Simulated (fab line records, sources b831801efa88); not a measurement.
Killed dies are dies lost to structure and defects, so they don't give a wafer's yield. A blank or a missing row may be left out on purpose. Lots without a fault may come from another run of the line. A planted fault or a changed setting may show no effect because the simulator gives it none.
Chamber matching | flow gf180mcu | GF_V2_CVD_02 on pecvd-03: 3 sister chambers
The step deposits SiO2 from TEOS, target thk 850 nm, time 94.851 s. 3 wafers are shown with their chamber, then 7 later ones without.

WAFERS WITH THEIR CHAMBER
wafer  | chamber | heater_power_w (W)
L082.1 | 2       | 672
L082.4 | 0       | 553
L082.5 | 1       | 808

WAFERS WITHOUT THEIR CHAMBER
wafer  | heater_power_w (W)
L082.6 | 534
L089.3 | 596
L089.4 | 551
L089.6 | 643
L094.1 | 684
L094.2 | 630
L094.4 | 694

WHICH CHAMBER EACH WENT THROUGH
wafer  | from the rows above     | in truth
L082.6 | 0                       | 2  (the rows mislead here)
L089.3 | can't be placed: 0 or 2 | 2
L089.4 | 0                       | 0
L089.6 | 2                       | 2
L094.1 | 2                       | 2
L094.2 | can't be placed: 2 or 0 | 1
L094.4 | 2                       | 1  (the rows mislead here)
Placed correctly: 3 of 7. Can't be placed from these rows: 2 (the true chamber is among the candidates in 1). Placed wrongly: 2.
How it was worked out, from the rows above alone: a wafer's distance from a chamber is the root of the sum, over the readings, of the square of ((its reading less the chamber's mean) divided by the reading's scatter). The wafer belongs to the nearest chamber; if the next one is less than 2 further off, it can't be placed. A chamber's mean is the mean of its shown wafers. The scatter: with one shown wafer a chamber, the root of the mean of the squares of how far each hidden wafer lies from its nearest shown one.
